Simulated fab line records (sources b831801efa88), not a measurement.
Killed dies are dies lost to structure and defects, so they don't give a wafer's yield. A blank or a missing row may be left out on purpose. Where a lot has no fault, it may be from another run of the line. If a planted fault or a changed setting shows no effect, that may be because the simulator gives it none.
fab line records	flow sky130
record lots=10	wafers=30	last_day=50
route steps=708 shown METAL1@440 VIA1@461 METAL2@485 PAD_OPEN@708
lots with no fault: from the same line, run without faults
start_h: the number of hours between the record's first day and the start of the first shown wafer of the lot	wait_h: time in hours since the lot's previous step	" identical to the entry in the row above	L1.1+2: one row covering several wafers at once	- no value present, or no start provided	* or withheld: withheld	< > ~ a bound
route shown NAME@n: a module of which the file shows steps, and the number in the route of the first	usual: average and standard deviation across the fault-free wafers	same: alike in all rows	chamber/n: place in a boat	sites: per-site readings	_std_site: the values' standard deviation	_edge_site: inner sites' mean taken away from outer sites' mean	radius_mm: for every site, how far away it sits from the centre of the wafer	mask NAME#n: copy n	behind: tool/chamber where the wafer was last shaped	hold: what put the lot on hold/how long, in hours/how the hold closed	device: transistor that didn't switch, given as n, p or np	end of line: the same wafers' tests at the end of the route	step lacking rows: just its recipe	killed: at the first sort, the dies lost to defects and structure; wafer yield is something else	map: a wafer's dies, x killed, . not, _ none there
set.NAME: the setting that was run; set.NAME@STEP: the one run at that earlier step	model.NAME: the simulator's own value behind a step, which no gauge read
one table for each step of the route and one row for each wafer, over a sample of lots
services: the hour from which a tool's chamber was out of use, counted from the record's first day as start_h (under 0 if before that day), plus the number of hours and why
## steps
# step SKY_METAL1_THK_MEAS_06
# recipe thk_meas_gauge=xrf	reads=AlCu_of_METAL1_SPUTTER_02
# usual METAL1_ALCU_THK=250/3.3
lot.wafer	tool	chamber	start_h	wait_h	METAL1_ALCU_THK[nm]
L881.1	film_metro-04	-	751.28	0.1	251
L881.4	"	-	"	"	251
L881.5	"	-	"	"	251
L882.1	film_metro-01	-	767.65	0.1	249
L882.2	"	-	"	"	249
L882.3	"	-	"	"	248
L883.2	film_metro-04	-	773.35	0.1	249
L883.5	"	-	"	"	249
L883.6	"	-	"	"	250
L884.2	film_metro-04	-	778.30	0.1	252
L884.3	"	-	"	"	254
L884.5	"	-	"	"	251
L892.2	film_metro-01	-	841.84	0.1	247
L892.3	"	-	"	"	247
L892.6	"	-	"	"	248
L895.1	film_metro-04	-	859.98	0.1	253
L895.2	"	-	"	"	251
L895.4	"	-	"	"	252
L897.3	film_metro-02	-	867.61	0.1	245
L897.4	"	-	"	"	246
L897.5	"	-	"	"	246
L898.1	film_metro-04	-	890.10	0.1	254
L898.2	"	-	"	"	254
L898.5	"	-	"	"	255
L899.1	film_metro-02	-	902.15	0.1	255
L899.2	"	-	"	"	250
L899.3	"	-	"	"	255
L901.2	film_metro-02	-	909.41	0.1	250
L901.3	"	-	"	"	247
L901.6	"	-	"	"	249
# step SKY_METAL1_METAL_ETCH_19
# recipe target_depth_a=3600	stop_on=SiO2	over_etch_frac=0.3	time_s=78	chemistry=Cl2/BCl3	resist_sidewall_deg=88	pressure_mtorr=10	icp_w=900	bias_w=48.5	Cl2_flow_sccm=60	bcl3_flow_sccm=30
# usual bcl3_flow_sccm=30.02/0.084	bias_w=48.51/0.16	drypump_motor_current_A=5.8/0.33	oes_product_au=0.855/0.0061	throttle_valve_pct=22.264/0.01
lot.wafer	tool	chamber	start_h	wait_h	bcl3_flow_sccm	bias_w	drypump_motor_current_A	oes_product_au	rf_hours_counter_h	throttle_valve_pct
L881.1	rie_metal-02	1	778.42	0.0	29.97	48.87	5.5	0.861	12	22.270
L881.4	"	1	"	"	29.94	48.65	5.5	0.856	-	22.270
L881.5	"	0	"	"	29.99	48.41	6.2	0.855	-	22.267
L882.1	rie_metal-04	0	794.71	0.0	30.19	48.66	5.1	0.855	14	22.266
L882.2	"	1	"	"	29.95	48.81	6.0	0.856	4	22.247
L882.3	"	0	"	"	30.08	48.51	5.1	0.858	-	22.263
L883.2	rie_metal-02	1	799.89	0.0	30.10	48.35	5.5	0.856	12	22.275
L883.5	"	0	"	"	30.05	48.63	6.2	0.853	-	22.249
L883.6	"	1	"	"	30.05	48.44	5.5	0.858	-	22.258
L884.2	rie_metal-02	0	804.51	0.0	30.05	48.23	6.2	0.856	15	22.267
L884.3	"	1	"	"	30.18	48.26	5.5	0.861	-	22.276
L884.5	"	1	"	"	29.96	48.29	5.5	0.849	-	22.289
L892.2	rie_metal-04	1	867.80	0.1	30.07	48.85	6.0	0.864	-	22.276
L892.3	"	1	"	"	29.97	48.51	6.0	0.860	-	22.252
L892.6	"	1	"	"	30.07	48.60	6.0	0.861	-	22.260
L895.1	rie_metal-02	1	886.17	0.0	29.92	48.46	5.5	0.854	16	22.288
L895.2	"	0	"	"	30.10	48.57	6.2	0.859	1	22.275
L895.4	"	1	"	"	30.01	48.54	5.5	0.857	-	22.253
L897.3	rie_metal-03	1	893.35	0.1	30.12	48.45	5.9	0.852	-	22.249
L897.4	"	1	"	"	29.96	48.23	5.8	0.849	-	22.268
L897.5	"	1	"	"	30.02	48.29	5.9	0.852	-	22.255
L898.1	rie_metal-02	0	915.49	0.1	30.05	48.57	6.2	0.851	2	22.254
L898.2	"	0	"	"	29.98	48.39	6.2	0.871	-	22.259
L898.5	"	0	"	"	30.14	48.68	6.2	0.862	-	22.251
L899.1	rie_metal-02	1	927.56	0.0	30.05	48.65	5.5	0.861	0	22.256
L899.2	"	0	"	"	29.99	48.34	6.3	0.851	3	22.274
L899.3	"	1	"	"	29.97	48.46	5.5	0.861	-	22.252
L901.2	rie_metal-03	1	934.24	0.0	30.04	48.36	5.8	0.852	16	22.273
L901.3	"	1	"	"	30.03	48.60	5.8	0.857	-	22.279
L901.6	"	0	"	"	29.98	48.59	5.9	0.849	-	22.252
# step SKY_VIA1_BOW_MEAS_03
# recipe mode=bow
# usual VIA1_BOW=81/7.4
lot.wafer	tool	chamber	start_h	wait_h	VIA1_BOW[um]
L881.1	film_metro-02	-	779.58	0.2	72
L881.4	"	-	"	"	74
L881.5	"	-	"	"	80
L882.1	film_metro-01	-	795.87	0.1	97
L882.2	"	-	"	"	90
L882.3	"	-	"	"	82
L883.2	film_metro-02	-	801.07	0.3	87
L883.5	"	-	"	"	82
L883.6	"	-	"	"	79
L884.2	film_metro-03	-	805.69	0.2	76
L884.3	"	-	"	"	80
L884.5	"	-	"	"	68
L892.2	film_metro-01	-	869.03	0.3	68
L892.3	"	-	"	"	83
L892.6	"	-	"	"	101
L895.1	film_metro-03	-	887.33	0.2	81
L895.2	"	-	"	"	80
L895.4	"	-	"	"	82
L897.3	film_metro-02	-	894.62	0.1	87
L897.4	"	-	"	"	98
L897.5	"	-	"	"	97
L898.1	film_metro-02	-	916.73	0.2	83
L898.2	"	-	"	"	88
L898.5	"	-	"	"	88
L899.1	film_metro-03	-	928.76	0.1	83
L899.2	"	-	"	"	81
L899.3	"	-	"	"	79
L901.2	film_metro-02	-	935.42	0.3	70
L901.3	"	-	"	"	85
L901.6	"	-	"	"	97
# step SKY_METAL2_SPUTTER_02
# recipe material=AlCu	target_thk_nm=250	power_w=10600	time_s=13.3	chamber_pressure_pa=0.4
# usual chamber_pressure_pa=0.4002/0.00076	throttle_valve_pct=29.9/0.66
lot.wafer	tool	chamber	start_h	wait_h	chamber_pressure_pa	throttle_valve_pct
L881.1	pvd_sputter-02	-	807.67	0.0	0.3998	30.6
L881.4	"	-	"	"	0.3999	29.4
L881.5	"	-	"	"	0.4009	28.8
L882.1	pvd_sputter-03	-	823.95	0.0	0.4004	30.2
L882.2	"	-	"	"	0.4010	31.3
L882.3	"	-	"	"	0.4008	29.6
L883.2	pvd_sputter-02	-	828.32	0.0	0.4007	29.7
L883.5	"	-	"	"	0.4006	29.7
L883.6	"	-	"	"	0.3991	29.0
L884.2	pvd_sputter-03	-	833.47	0.0	0.3999	30.3
L884.3	"	-	"	"	0.3996	30.9
L884.5	"	-	"	"	0.3997	30.2
L892.2	pvd_sputter-02	-	896.56	0.0	0.4007	30.5
L892.3	"	-	"	"	0.4007	29.1
L892.6	"	-	"	"	0.3998	28.9
L895.1	pvd_sputter-02	-	914.37	0.0	0.3999	29.1
L895.2	"	-	"	"	0.4019	30.5
L895.4	"	-	"	"	0.4002	29.2
L897.3	pvd_sputter-03	-	921.27	0.0	0.4000	29.7
L897.4	"	-	"	"	0.3997	29.4
L897.5	"	-	"	"	0.4015	29.7
L898.1	pvd_sputter-03	-	943.10	0.0	0.4002	29.7
L898.2	"	-	"	"	0.4012	30.1
L898.5	"	-	"	"	0.3998	30.2
L899.1	pvd_sputter-03	-	954.99	0.0	0.4003	29.3
L899.2	"	-	"	"	0.4005	30.2
L899.3	"	-	"	"	0.3998	29.9
L901.2	pvd_sputter-01	-	961.27	0.0	0.4000	28.7
L901.3	"	-	"	"	0.4010	30.1
L901.6	"	-	"	"	0.4003	30.2
# step SKY_METAL2_RS_MEAS_05
# recipe thk_meas_gauge=four-point-probe	reads=TiN_of_METAL2_SPUTTER_04+Ti_of_METAL2_SPUTTER_03+AlCu_of_METAL2_SPUTTER_02+TiN_of_METAL2_SPUTTER_01+Ti_of_METAL2_SPUTTER_00
# usual METAL2_ALCU_RS=0.1269/0.0015
lot.wafer	tool	chamber	start_h	wait_h	METAL2_ALCU_RS[ohm/sq]
L881.1	film_metro-03	-	807.76	0.0	0.1275
L881.4	"	-	"	"	0.1291
L881.5	"	-	"	"	0.1276
L882.1	film_metro-01	-	824.05	0.0	0.1278
L882.2	"	-	"	"	0.1255
L882.3	"	-	"	"	0.1294
L883.2	film_metro-03	-	828.43	0.0	0.1246
L883.5	"	-	"	"	0.1260
L883.6	"	-	"	"	0.1267
L884.2	film_metro-01	-	833.58	0.0	0.1265
L884.3	"	-	"	"	0.1243
L884.5	"	-	"	"	0.1265
L892.2	film_metro-01	-	896.67	0.0	0.1374
L892.3	"	-	"	"	0.1401
L892.6	"	-	"	"	0.1389
L895.1	film_metro-04	-	914.46	0.0	0.1371
L895.2	"	-	"	"	0.1342
L895.4	"	-	"	"	0.1351
L897.3	film_metro-01	-	921.41	0.1	0.1263
L897.4	"	-	"	"	0.1280
L897.5	"	-	"	"	0.1262
L898.1	film_metro-03	-	943.19	0.0	0.1269
L898.2	"	-	"	"	0.1295
L898.5	"	-	"	"	0.1282
L899.1	film_metro-04	-	955.08	0.0	0.1280
L899.2	"	-	"	"	0.1274
L899.3	"	-	"	"	0.1251
L901.2	film_metro-03	-	961.38	0.0	0.1275
L901.3	"	-	"	"	0.1280
L901.6	"	-	"	"	0.1280
# step SKY_METAL2_THK_MEAS_06
# recipe thk_meas_gauge=xrf	reads=AlCu_of_METAL2_SPUTTER_02
# usual METAL2_ALCU_THK=249/3.2
lot.wafer	tool	chamber	start_h	wait_h	METAL2_ALCU_THK[nm]
L881.1	film_metro-03	-	807.88	0.1	247
L881.4	"	-	"	"	244
L881.5	"	-	"	"	248
L882.1	film_metro-01	-	824.17	0.1	248
L882.2	"	-	"	"	252
L882.3	"	-	"	"	243
L883.2	film_metro-03	-	828.54	0.1	254
L883.5	"	-	"	"	250
L883.6	"	-	"	"	251
L884.2	film_metro-01	-	833.69	0.1	249
L884.3	"	-	"	"	254
L884.5	"	-	"	"	250
L892.2	film_metro-01	-	896.78	0.1	229
L892.3	"	-	"	"	224
L892.6	"	-	"	"	225
L895.1	film_metro-04	-	914.58	0.1	233
L895.2	"	-	"	"	234
L895.4	"	-	"	"	233
L897.3	film_metro-01	-	921.51	0.1	248
L897.4	"	-	"	"	246
L897.5	"	-	"	"	251
L898.1	film_metro-03	-	943.31	0.1	249
L898.2	"	-	"	"	243
L898.5	"	-	"	"	246
L899.1	film_metro-04	-	955.20	0.1	247
L899.2	"	-	"	"	248
L899.3	"	-	"	"	254
L901.2	film_metro-03	-	961.49	0.1	248
L901.3	"	-	"	"	246
L901.6	"	-	"	"	247
# step SKY_PAD_OPEN_PROBE_99
# usual defect_limited_yield=82.5/2.1	killed_at_M0_to_M3=43/7.7	killed_at_M4_up=2.9/1.9	killed_at_contacts=24/5.9	killed_at_front_end=16/5.1	killed_at_other=0.3/0.63	killed_dies=86/10	killed_open=47/7.6	killed_short=39/6.8	sort_bin_3_pad_short=0.8/0.44	sort_bin_5_function=10.4/1.6	sort_bin_6_memory=6.3/1.1	sort_n_pass=406/10	sort_yield_pct=82.5/2.1
# same gross_dies=492	killed_at_back_side=0	sort_bin_4_leakage[%]=0	sort_bin_8_speed[%]=0
lot.wafer	tool	chamber	start_h	wait_h	defect_limited_yield[%]	killed_at_M0_to_M3	killed_at_M4_up	killed_at_contacts	killed_at_front_end	killed_at_other	killed_dies	killed_open	killed_short	sort_bin_3_pad_short[%]	sort_bin_5_function[%]	sort_bin_6_memory[%]	sort_n_pass	sort_yield_pct[%]
L883.2	prober-02	-	1103.24	0.1	81.7	54	2	22	12	0	90	59	31	0.6	12.4	5.3	402	81.7
L883.5	prober-02	-	1103.39	0.2	82.3	50	0	18	16	3	87	48	37	0.8	9.8	7.1	405	82.3
L883.6	prober-02	-	1103.44	0.2	81.9	51	3	17	18	0	89	50	38	0.4	11.0	6.7	403	81.9
L898.1	prober-01	-	1183.91	0.1	83.3	33	3	27	19	0	82	46	36	0.8	9.1	6.7	410	83.3
L898.2	prober-01	-	1183.96	0.1	85.2	42	6	11	14	0	73	41	32	0	9.1	5.7	419	85.2
L898.5	prober-01	-	1184.11	0.2	83.9	41	4	16	18	0	79	46	33	0.4	10.8	4.9	413	83.9
# killed by level:class
L883.2 VIA1:geometric_particle:open=17 CONTACT:geometric_particle:open=12 VIA3:geometric_particle:open=10 LI_CONTACT:geometric_particle:open=6 METAL2:geometric_particle:short=5 VIA2:geometric_particle:open=5 FIELD_ISO:geometric_particle:open=3 METAL1:geometric_particle:short=3
L883.5 VIA3:geometric_particle:open=12 VIA1:geometric_particle:open=10 CONTACT:geometric_particle:short=6 METAL1:geometric_particle:short=6 FIELD_ISO:geometric_particle:short=5 LI_CONTACT:geometric_particle:open=5 CONTACT:geometric_particle:open=5 VIA1:geometric_particle:short=5
L883.6 VIA1:geometric_particle:open=18 VIA2:geometric_particle:open=7 FIELD_ISO:geometric_particle:open=6 LI_CONTACT:geometric_particle:open=6 VIA3:geometric_particle:short=6 VIA1:geometric_particle:short=6 FIELD_ISO:geometric_particle:short=4 CONTACT:geometric_particle:short=4
L898.1 VIA1:geometric_particle:open=10 CONTACT:geometric_particle:open=9 LI_CONTACT:geometric_particle:open=8 METAL1:geometric_particle:short=6 POLY_GATE:geometric_particle:open=5 CONTACT:geometric_particle:short=5 FIELD_ISO:geometric_particle:open=4 LOCAL_INTERCONNECT:geometric_particle:short=4
L898.2 VIA1:geometric_particle:open=12 FIELD_ISO:geometric_particle:open=6 CONTACT:geometric_particle:open=5 VIA2:geometric_particle:open=5 POLY_GATE:geometric_particle:short=4 METAL1:geometric_particle:short=4 VIA1:geometric_particle:short=4 VIA3:geometric_particle:open=4
L898.5 VIA1:geometric_particle:open=10 CONTACT:geometric_particle:open=7 METAL2:geometric_particle:short=7 VIA2:geometric_particle:open=6 METAL1:geometric_particle:short=6 FIELD_ISO:geometric_particle:short=5 POLY_GATE:geometric_particle:open=4 LI_CONTACT:geometric_particle:open=4
## services
tool	chamber	start_h	hours	kind
rie_metal-04	0	769.73	8.5	repair
rie_metal-04	0	808.55	17.4	repair
pvd_sputter-03	0	816.48	-	consumable_replace:kit
pvd_sputter-03	0	816.48	18.0	scheduled_down
pvd_sputter-03	0	816.48	18.0	vent_cycle
rie_metal-04	0	825.96	-	clean
rie_metal-02	0	851.20	-	clean
rie_metal-02	0	851.20	12.2	scheduled_down
rie_metal-02	0	851.20	12.2	vent_cycle
pvd_sputter-02	0	854.98	-	consumable_replace:kit
pvd_sputter-02	0	854.98	18.0	scheduled_down
pvd_sputter-02	0	854.98	18.0	vent_cycle
rie_metal-04	0	856.61	30.4	repair
rie_metal-04	-	870.28	2.8	pm
pvd_sputter-01	-	871.75	0.5	repair
pvd_sputter-03	-	887.45	2.3	repair
rie_metal-03	0	890.16	8.6	repair
pvd_sputter-02	-	904.63	8.7	repair
rie_metal-04	1	909.61	2.4	repair
rie_metal-02	1	911.93	-	clean
rie_metal-02	1	911.93	15.1	scheduled_down
rie_metal-02	1	911.93	15.1	vent_cycle
pvd_sputter-01	-	916.74	1.0	repair
rie_metal-03	-	950.52	5.0	repair
## key
first_sign step=SKY_METAL2_RS_MEAS_05	reading=METAL2_ALCU_RS	direction=up	sigmas=7	usual=0.1269	struck=0.1371
effect step=SKY_METAL2_THK_MEAS_06	reading=METAL2_ALCU_THK	direction=down	sigmas=6	usual=249	struck=230
met_at SKY_METAL2_SPUTTER_02
struck_lots L892,L895
not_acting_at SKY_METAL1_THK_MEAS_06,SKY_METAL1_METAL_ETCH_19,SKY_VIA1_BOW_MEAS_03
onset_between 828.32 896.56
fault kind=process_parameter_drift	tool=pvd_sputter-02	chamber=-	onset_h=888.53	steps=SKY_METAL2_SPUTTER_02	channel=time_s	offset=*	shape=step	end_h=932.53	acts_in=*	stated=*
